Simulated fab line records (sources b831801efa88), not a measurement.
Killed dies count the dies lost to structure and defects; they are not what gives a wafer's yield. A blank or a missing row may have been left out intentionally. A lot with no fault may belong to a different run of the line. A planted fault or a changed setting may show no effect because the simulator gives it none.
Check of tool commonality | flow sky130 | Lots sampled 10, wafers sampled 30

## REASON FOR OPENING
SKY_SONOS_ONO_THK_MEAS_03, reading SONOS_ONO_CVD_02_THK: flagged on 2 of 10 lots. Fault-free wafers read 10.44 nm, with a standard deviation of 0.12.
Rule: a lot gets a flag if all its wafers with a number sit over 4 standard deviations from that mean, or if no wafer of it has a number. All remaining lots are regarded as sound.

lot  | measured     | on            | SONOS_ONO_CVD_02_THK (nm), wafer by wafer | flag
L661 | day 11 07:34 | film-metro-02 | 10.46 10.49 10.57                         |
L662 | day 11 18:42 | film-metro-04 | 10.22 10.40 10.46                         |
L663 | day 11 22:08 | film-metro-02 | 10.33 10.39 10.33                         |
L664 | day 12 03:34 | film-metro-02 | 10.36 10.48 10.38                         |
L666 | day 12 17:39 | film-metro-04 | 10.67 10.57 10.61                         |
L665 | day 12 17:40 | film-metro-01 | 10.37 10.55 10.44                         |
L675 | day 16 03:12 | film-metro-01 | 7.48 7.35 7.57                            | FLAGGED
L676 | day 16 14:16 | film-metro-01 | 7.18 7.11 7.20                            | FLAGGED
L683 | day 18 22:51 | film-metro-02 | 10.38 10.42 10.39                         |
L684 | day 19 08:44 | film-metro-01 | 10.44 10.45 10.34                         |
The numbers of the flagged lots are 7.32 nm on average: -3.12 nm against the usual, or -26 standard deviations.

## WHICH TOOL EACH LOT WENT THROUGH
The record keeps 1 process step preceding the reading, out of 708 steps on the route. Cell contents, in order: the tool; ch with the chambers the sampled wafers went through; the start.
lot  | flag    | SKY_SONOS_ONO_CVD_02
L661 |         | lpcvd-02 ch 1, day 11 06:30
L662 |         | lpcvd-02 ch 0, day 11 17:39
L663 |         | lpcvd-02 ch 1, day 11 21:04
L664 |         | lpcvd-02 ch 0, day 12 02:31
L666 |         | lpcvd-02 ch 1, day 12 16:36
L665 |         | lpcvd-02 ch 0, day 12 16:36
L675 | FLAGGED | lpcvd-02 ch 1, day 16 02:09
L676 | FLAGGED | lpcvd-02 ch 1, day 16 13:13
L683 |         | lpcvd-02 ch 0, day 18 21:15
L684 |         | lpcvd-02 ch 0, day 19 07:10
What is done by these steps:
- SKY_SONOS_ONO_CVD_02: deposits Si3N4 from DCS/NH3, target thk 10.5 nm, time 180 s.
- SKY_SONOS_ONO_THK_MEAS_03

## FLAGGED OVER TOTAL, TOOL BY TOOL (the gauges that took the reading come last)
step                      | tool          | lots run | flagged | share of the flagged lots | sound lots run after its first flagged lot
SKY_SONOS_ONO_CVD_02      | lpcvd-02      | 10       | 2       | all                       | 2 (L683,L684)
SKY_SONOS_ONO_THK_MEAS_03 | film-metro-01 | 4        | 2       | all                       | 1 (L684)
SKY_SONOS_ONO_THK_MEAS_03 | film-metro-02 | 4        | 0       | none                      | -
SKY_SONOS_ONO_THK_MEAS_03 | film-metro-04 | 2        | 0       | none                      | -

## THE TABLE: WHAT IT ALLOWS
Table rows that saw every flagged lot: 2, namely lpcvd-02 at SKY_SONOS_ONO_CVD_02 and film-metro-01 at SKY_SONOS_ONO_THK_MEAS_03.
- lpcvd-02 at SKY_SONOS_ONO_CVD_02: 2 of its 10 lots flagged. After the first flagged lot (L683, L684), sound lots still ran on it; a lasting fault on the whole tool would not permit that.
- film-metro-01 at SKY_SONOS_ONO_THK_MEAS_03: 2 of its 4 lots flagged. After the first flagged lot (L684), sound lots still ran on it; a lasting fault on the whole tool would not permit that.
Every row of the table either missed a flagged lot or ran a sound lot after the first.

## WHAT THE SIMULATOR PUT IN
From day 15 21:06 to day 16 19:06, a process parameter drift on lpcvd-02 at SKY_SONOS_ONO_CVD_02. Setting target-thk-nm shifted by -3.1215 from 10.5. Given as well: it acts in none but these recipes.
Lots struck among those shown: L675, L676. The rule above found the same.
